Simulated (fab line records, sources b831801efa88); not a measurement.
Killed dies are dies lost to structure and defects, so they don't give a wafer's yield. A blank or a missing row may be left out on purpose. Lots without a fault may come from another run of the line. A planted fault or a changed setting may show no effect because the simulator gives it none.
Which tool did it? | flow gf180mcu | 13 lots, 39 wafers sampled, at 5 steps of a route of 602

WHAT THE GAUGES READ, wafer by wafer
GF_POLY_GATE_THK_MEAS_01.
lot  | measured     | on            | POLY_GATE_CVD_00_THK (nm)
L819 | day 8 06:39  | film_metro-01 | 198.8 199.2 200.8
L820 | day 8 09:26  | film_metro-01 | 201.4 201.6 202.3
L821 | day 8 18:56  | film_metro-01 | 201.0 199.7 199.2
L823 | day 9 07:52  | film_metro-02 | 199.0 199.9 201.0
L825 | day 10 01:57 | film_metro-01 | 198.9 199.5 200.0
L833 | day 12 21:26 | film_metro-01 | 198.2 198.9 198.6
L835 | day 13 09:58 | film_metro-04 | 201.5 199.2 201.0
L834 | day 13 11:49 | film_metro-01 | 201.4 203.4 201.3
L836 | day 14 02:34 | film_metro-02 | 200.0 201.9 200.3
L837 | day 14 03:43 | film_metro-01 | 200.3 198.3 201.2
L839 | day 14 12:47 | film_metro-02 | 204.1 205.2 202.9
L841 | day 14 17:57 | film_metro-04 | 199.1 198.2 199.1
L840 | day 14 20:21 | film_metro-02 | 203.4 203.5 203.1

GF_HV_LDD_OVL_MEAS_08.
lot  | measured     | on         | HV_LDD_OVL (nm)
L819 | day 9 20:35  | overlay-02 | 1.2 0.8 2.0
L820 | day 9 22:44  | overlay-01 | 2.0 1.4 2.7
L821 | day 10 06:17 | overlay-01 | 2.1 1.9 0.0
L823 | day 10 20:12 | overlay-02 | 4.6 4.6 3.8
L825 | day 11 16:14 | overlay-01 | 0.7 2.2 0.4
L833 | day 14 15:59 | overlay-01 | 1.5 1.8 2.8
L835 | day 15 05:02 | overlay-02 | 1.6 2.6 2.4
L834 | day 15 07:29 | overlay-01 | 2.3 1.6 2.7
L836 | day 16 00:32 | overlay-01 | -1.2 -0.9 1.0
L837 | day 15 23:53 | overlay-01 | -3.3 -1.5 -2.5
L839 | day 16 12:05 | overlay-01 | 2.8 2.6 2.8
L841 | day 16 20:05 | overlay-02 | 1.4 2.1 1.3
L840 | day 16 20:18 | overlay-02 | 0.2 0.5 -0.3

GF_HV_LDD_THK_MEAS_55.
lot  | measured     | on            | HV_LDD_CVD_54_THK (nm)
L819 | day 12 05:10 | film_metro-03 | 10.29 10.12 10.11
L820 | day 12 08:18 | film_metro-03 | 10.13 10.16 10.12
L821 | day 12 17:20 | film_metro-04 | 9.96 9.94 9.86
L823 | day 13 09:20 | film_metro-04 | 9.93 9.90 9.94
L825 | day 14 05:24 | film_metro-01 | 10.04 10.04 10.08
L833 | day 17 10:39 | film_metro-04 | 9.68 9.78 9.79
L835 | day 18 02:38 | film_metro-01 | 10.01 9.88 9.96
L834 | day 18 06:15 | film_metro-01 | 9.90 9.88 9.86
L836 | day 19 00:03 | film_metro-01 | 9.88 9.81 9.82
L837 | day 18 22:47 | film_metro-01 | 10.11 10.12 9.96
L839 | day 19 13:11 | film_metro-01 | 9.99 9.88 9.85
L841 | day 19 20:36 | film_metro-04 | 10.09 10.03 9.95
L840 | day 19 23:07 | film_metro-03 | 9.93 9.82 9.97

GF_HV_LDD_THK_MEAS_57.
lot  | measured     | on            | HV_LDD_CVD_56_THK (nm)
L819 | day 12 06:40 | film_metro-04 | 90.1 90.6 89.8
L820 | day 12 09:47 | film_metro-03 | 89.3 89.9 89.6
L821 | day 12 18:50 | film_metro-01 | 90.5 90.3 90.9
L823 | day 13 10:49 | film_metro-03 | 91.3 91.0 91.4
L825 | day 14 06:53 | film_metro-01 | 96.9 96.1 96.7
L833 | day 17 12:08 | film_metro-01 | 89.7 90.0 89.7
L835 | day 18 04:08 | film_metro-03 | 90.6 90.1 91.0
L834 | day 18 07:58 | film_metro-03 | 90.1 89.3 90.3
L836 | day 19 01:43 | film_metro-03 | 90.5 90.4 90.0
L837 | day 19 00:17 | film_metro-01 | 91.4 90.9 91.1
L839 | day 19 14:41 | film_metro-01 | 88.2 89.8 90.4
L841 | day 19 22:05 | film_metro-04 | 88.9 89.0 89.1
L840 | day 20 00:37 | film_metro-03 | 89.0 89.1 88.4

WHICH TOOL RAN EACH LOT (tool, then ch and the chambers of the sampled wafers, then the start)
lot  | GF_HV_LDD_CVD_56
L819 | lpcvd-01 ch 0, day 12 05:14
L820 | lpcvd-02 ch 0, day 12 08:21
L821 | lpcvd-02 ch 1, day 12 17:24
L823 | lpcvd-01 ch 1, day 13 09:22
L825 | lpcvd-02 ch 1, day 14 05:27
L833 | lpcvd-02 ch 1, day 17 10:42
L835 | lpcvd-02 ch 1, day 18 02:42
L834 | lpcvd-01 ch 1, day 18 06:31
L836 | lpcvd-02 ch 0, day 19 00:16
L837 | lpcvd-02 ch 1, day 18 22:50
L839 | lpcvd-02 ch 0, day 19 13:14
L841 | lpcvd-01 ch 1, day 19 20:39
L840 | lpcvd-01 ch 0, day 19 23:09
- GF_HV_LDD_CVD_56: deposits Si3N4 from DCS/NH3, target thk 90 nm, time 1543 s.

WHAT THE TOOLS THEMSELVES READ (means of the sampled wafers that have a number; where no wafer has one, the mark that the record gives instead)
The record holds no such reading with a usual standard deviation.

THE ANSWER, worked out from the rows above alone
Rule: what is usual is taken from the lots themselves. Put in order of their means at a reading, lots are off if they are a third of the lots or fewer, leave a main group of 4 or more, and stand apart from it by a gap of 3 or more times the standard deviation of the main group's means; of several such gaps the widest counts. A main group whose means are all the same, to the digits that the tables above print for the reading, isn't used. A lot without any number at a reading at which 4 lots or more have one is off too. The other lots that the step has rows for count as sound. The gauges are gone through in route order, then the tools' own readings, and for those a lot's mean is taken as printed above. The first step at which some lot is off is used, and at that step the reading that is off furthest; a lot without a number counts as furthest.
Off: L825, at GF_HV_LDD_THK_MEAS_57 (HV_LDD_CVD_56_THK). The main group: mean 90.0 nm, standard deviation 0.73.
A tool fits if, at a process step before that reading, it ran every lot that is off, and no sound lot after the first of them. The gauges at GF_HV_LDD_THK_MEAS_57 are tried like those tools. None of those tried fits.

WHAT THE SIMULATOR HAD PUT IN
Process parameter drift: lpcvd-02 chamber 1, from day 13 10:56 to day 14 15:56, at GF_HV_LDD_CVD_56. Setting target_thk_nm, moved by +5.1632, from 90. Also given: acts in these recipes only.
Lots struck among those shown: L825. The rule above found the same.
